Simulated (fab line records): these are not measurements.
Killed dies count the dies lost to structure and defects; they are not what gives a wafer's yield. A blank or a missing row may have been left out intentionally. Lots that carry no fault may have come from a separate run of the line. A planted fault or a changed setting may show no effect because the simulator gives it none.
8D (eight disciplines) problem report, filled in by code :: flow sky130 :: the parts of the form that need people (team, actions taken, sign-off) are left out

== 1. THE PROBLEM ==
Across 9 wafers from 3 lots, CAP2M_TIN_RS at SKY_CAP2M_RS_MEAS_03 averages 4.81 ohm/sq, while fault-free wafers read 6.91 ohm/sq with a standard deviation of 0.088. Relative to the usual mean, that is a shift of -24 standard deviations.
The step: measures by four-point-probe.
Earliest sighting: wafer L309.2 on film_metro-01 at day 44 22:02. The record has a number at this step for 33 wafers belonging to 11 lots. Rule for "out", or "out of limits": more than 4 standard deviations from the usual mean. All remaining wafers that have a number are taken as sound.

== 2. WHAT IT IS AND WHAT IT IS NOT ==
question: which readings at this step
is: CAP2M_TIN_RS
is not: -

question: which lots
is: L309, L311, L313
is not: L292, L293, L294, L295, L298, L299, L300, L302

question: which wafers of those lots
is: all that have a number
is not: -

question: read on which gauges
is: film_metro-01, film_metro-04
is not: film_metro-03

question: when
is: from day 44 22:02
is not: up to then (24 sound wafers)

== 3. THE SUSPECTS, EACH WITH WHAT RULES IT OUT ==
Counting: a tool at a process step up to the reading stays a suspect if it ran every lot that is out and no sound lot after the first of them.
- the gauge at SKY_CAP2M_RS_MEAS_03 is ruled out. Those wafers that are out were read across 2 gauges (film_metro-01, film_metro-04).
- pvd_sputter-01 at SKY_CAP2M_SPUTTER_02 (material TiN, target thk 200 nm, time 166.7 s): kept. It ran every lot that is out, first L309 (day 44 21:55), and no sound lot after that; its last sound lot up to then is L298 (day 41 09:20).
The count leaves pvd_sputter-01 at SKY_CAP2M_SPUTTER_02.

== 4. THE CAUSE (what the simulator had put in) ==
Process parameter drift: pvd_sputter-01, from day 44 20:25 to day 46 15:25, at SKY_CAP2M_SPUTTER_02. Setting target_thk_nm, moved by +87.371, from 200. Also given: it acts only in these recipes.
The count eliminated every tool but this one.

== 5. SEQUENCE OF EFFECTS, ordered by route ==
Each row: a reading whose mean over the struck wafers that have a number lies more than 3 standard deviations from the usual. Readings are gone through only where the record gives a usual standard deviation; hours: the median, over the lots, of the time from a lot's start at the first step in this table giving one to that lot's start at this step; sigmas: the change measured in usual standard deviations.
hours: 0
step: SKY_CAP2M_RS_MEAS_03
reading: CAP2M_TIN_RS
usual: 6.91 ohm/sq
on struck wafers: 4.81
change: -2.10
sigmas: -24

hours: 0
step: SKY_CAP2M_THK_MEAS_04
reading: CAP2M_TIN_THK
usual: 202.8 nm
on struck wafers: 290.9
change: +88.1
sigmas: +33

hours: 20
step: SKY_CAP2M_METAL_ETCH_13
reading: oes_product_au
usual: 0.942 a.u.
on struck wafers: 1.004
change: +0.062
sigmas: +7.3

hours: 20
step: SKY_CAP2M_METAL_ETCH_13
reading: throttle_valve_pct
usual: 21.457 %
on struck wafers: 21.416
change: -0.041
sigmas: -3.7
Here are the process steps it includes:
- SKY_CAP2M_METAL_ETCH_13: etches TiN in Cl2/BCl3, stops on SiO2, target depth 220 nm, time 62.9 s.

== 6. HOW IT WOULD HAVE BEEN CAUGHT EARLIER ==
Counted from the fault's start at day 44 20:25, it took 2 hours until the first out-of-limits reading at a measuring or inspecting step in this record, taken at day 44 22:02.
Tool readings at SKY_CAP2M_SPUTTER_02 with a usual standard deviation given in the record: none out on any struck wafer, hence no alarm at a limit of 4 standard deviations on them.
Lots out: 3; of these, L311, L313 started SKY_CAP2M_SPUTTER_02 on pvd_sputter-01 after day 44 22:02. A hold on the tool at that time would have spared those 2.
